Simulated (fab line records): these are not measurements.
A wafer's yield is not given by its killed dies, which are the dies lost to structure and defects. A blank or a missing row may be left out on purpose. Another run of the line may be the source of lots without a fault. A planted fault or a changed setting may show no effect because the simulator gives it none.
A struck lot beside a sound one || flow sky130 || 25 steps out of a route of 708
Sound: the wafers L351.1, L351.2, L351.6. Wafers L353.2, L353.3, L353.6 were the ones struck. At the end, the cause is stated.
Per side, at each step with rows, come the tool, then ch with its chambers, and then its first start. Under that, the readings that differ: sound wafers || struck wafers || difference of the means || sigmas: that difference in standard deviations of wafers without a fault.
alike: readings with means less than 2 such deviations apart, plus words and numbers identical on both sides. not compared: withheld readings, readings lacking a value on some wafer, bounds such as >300 that could conceal the same value, and numbers that have no deviation in the record and whose values overlap.
The two part at a step that has a row with sigmas, a row that says differs or no value, or rows on one side only. Non-overlapping numbers with no deviation appear without sigmas and do not part them. A reading that every wafer of one side lacks parts them only if that side has two wafers or more.

SKY_CONTACT_THK_MEAS_26: measures by xrf.
  sound on film_metro-01, day 33 21:01; struck on film_metro-03, day 34 00:48
{"reading": "CONTACT_W_THK (nm)", "sound": "338 343 331", "struck": "326 328 327", "difference": -10, "sigmas": -2}
SKY_CONTACT_CMP_27: polishes, stops on SiO2, t overpolish 15 s, target thk 0 nm.
  sound on cmp-01 ch 2,3, day 33 21:05; struck on cmp-02 ch 1,2, day 34 00:51
{"reading": "time_to_endpoint_s (s)", "sound": "75 78 76", "struck": "89 81 89", "difference": "+10", "sigmas": "+3"}
  alike: motor_current_A, overpolish_run_s, slurry_filter_dp_kPa
then, 1 step without rows for these wafers: SKY_METAL1_SPUTTER_00 (material Ti, target thk 15 nm, time 10 s).
SKY_METAL1_SPUTTER_01: material TiN, target thk 20 nm, time 16.7 s.
  sound on pvd_sputter-04, day 33 21:24; struck on pvd_sputter-04, day 34 01:10
  alike: throttle_valve_pct
SKY_METAL1_SPUTTER_02: material AlCu, target thk 250 nm, time 13.3 s.
  sound on pvd_sputter-04, day 33 21:26; struck on pvd_sputter-04, day 34 01:11
  alike: throttle_valve_pct
then, 2 steps without rows for these wafers: SKY_METAL1_SPUTTER_03 (material Ti, target thk 5 nm, time 3.3 s); SKY_METAL1_SPUTTER_04 (material TiN, target thk 70 nm, time 58.3 s).
SKY_METAL1_RS_MEAS_05: the measuring method here is four-point-probe.
  sound on film_metro-02, day 33 21:31; struck on film_metro-01, day 34 01:19
  alike: METAL1_ALCU_RS
SKY_METAL1_THK_MEAS_06: measures by xrf.
  sound on film_metro-02, day 33 21:38; struck on film_metro-01, day 34 01:25
  alike: METAL1_ALCU_THK
then, 3 steps without rows for these wafers: SKY_METAL1_DEHYDRATE_07 (time 60 s); SKY_METAL1_HMDS_08 (prime time 60 s); SKY_METAL1_COAT_09 (resist thk 60 nm).
SKY_METAL1_COAT_10: resist thk 450 nm.
  sound on litho_track-02 ch 0, day 34 10:00; struck on litho_track-02 ch 0, day 34 15:00
{"reading": "model.KrF-thick_of_METAL1_COAT_10.thk_nm (nm)", "sound": "451.1 451.4 450.3", "struck": "480.2 480.4 481.4", "difference": "+29.7", "sigmas": ""}
then, 4 steps without rows for these wafers: SKY_METAL1_SOFTBAKE_11 (time 90 s); SKY_METAL1_EXPOSE_12 (exposes mask MM1, target cd 140 nm); SKY_METAL1_PEB_13; SKY_METAL1_DEVELOP_14 (develop time 60 s).
SKY_METAL1_CD_MEAS_15: target cd 140 nm.
  sound on cd_sem-02, day 35 00:44; struck on cd_sem-02, day 35 05:09
  alike: cd_nm
SKY_METAL1_OVL_MEAS_16:
  sound on overlay-02, day 35 00:51; struck on overlay-01, day 35 05:16
  alike: METAL1_OVL
SKY_METAL1_DESCUM_17: chemistry O2, time 8 s.
  sound on rie_metal-02 ch 0,1, day 35 00:53; struck on rie_metal-03 ch 0,1, day 35 05:17
  alike: chamber_pressure_mTorr, drypump_motor_current_A, oes_product_au
  not compared: rf_hours_counter_h
SKY_METAL1_ETCH_18: etches BARC in N2/H2, stops on SiO2, time 45.9 s, target depth 60 nm.
  sound on rie_metal-02 ch 0,1, day 35 00:55; struck on rie_metal-03 ch 0,1, day 35 05:19
{"reading": "chamber_pressure_mTorr (mTorr)", "sound": "29.99 29.99 29.97", "struck": "30.00 29.96 30.32", "difference": "+0.11", "sigmas": "+3"}
  alike: drypump_motor_current_A, oes_product_au, throttle_valve_pct
  not compared: rf_hours_counter_h
SKY_METAL1_METAL_ETCH_19: etches the open film in Cl2/BCl3, stops on SiO2, target depth 360 nm, time 78 s.
  sound on rie_metal-02 ch 0,1, day 35 00:59; struck on rie_metal-03 ch 0,1, day 35 05:23
{"reading": "model.KrF-thick_of_METAL1_COAT_10.thk_nm (nm)", "sound": "155.1 166.4 154", "struck": "184.7 195 194.1", "difference": "+32.8", "sigmas": ""}
  alike: chamber_pressure_mTorr, drypump_motor_current_A, oes_product_au, throttle_valve_pct
  not compared: rf_hours_counter_h
SKY_METAL1_STRIP_20: strips in O2/N2.
  sound on plasma_asher-01 ch 0,1, day 35 01:05; struck on plasma_asher-01 ch 0,1, day 35 05:28
{"reading": "oes_product_au (a.u.)", "sound": "0.336 0.347 0.340", "struck": "0.356 0.361 0.358", "difference": "+0.017", "sigmas": "+3"}
{"reading": "strip_time_to_endpoint_s (s)", "sound": "2.64 2.79 2.64", "struck": "2.96 3.10 3.09", "difference": "+0.36", "sigmas": "+5"}
  alike: chamber_pressure_mTorr, drypump_motor_current_A
  not compared: rf_hours_counter_h
then, 1 step without rows for these wafers: SKY_METAL1_STRIP_21 (strips in post etch residue remover, time 1200 s).
-- the record jumps here: 12 days lie between the struck wafers' starts before and after (it left off in module METAL1 and takes up again in module PAD_OPEN, whose first step shown is number 708 of the route) --
SKY_PAD_OPEN_PROBE_99:
  sound on prober-01, day 47 13:44; struck on prober-01, day 47 15:17
  alike: defect_limited_yield, killed_at_M0_to_M3, killed_at_M4_up, killed_at_contacts, killed_at_front_end, killed_at_other, killed_dies, killed_on_rim, killed_open, killed_short, sort_bin_3_pad_short, sort_bin_5_function, sort_bin_6_memory, sort_n_pass, sort_yield_pct

## WHERE THEY PART
At SKY_CONTACT_THK_MEAS_26 first; at SKY_METAL1_STRIP_20 last (within this record only). Later steps at which nothing parts them and some readings are alike: SKY_PAD_OPEN_PROBE_99.

WHY: whatever the simulator had introduced
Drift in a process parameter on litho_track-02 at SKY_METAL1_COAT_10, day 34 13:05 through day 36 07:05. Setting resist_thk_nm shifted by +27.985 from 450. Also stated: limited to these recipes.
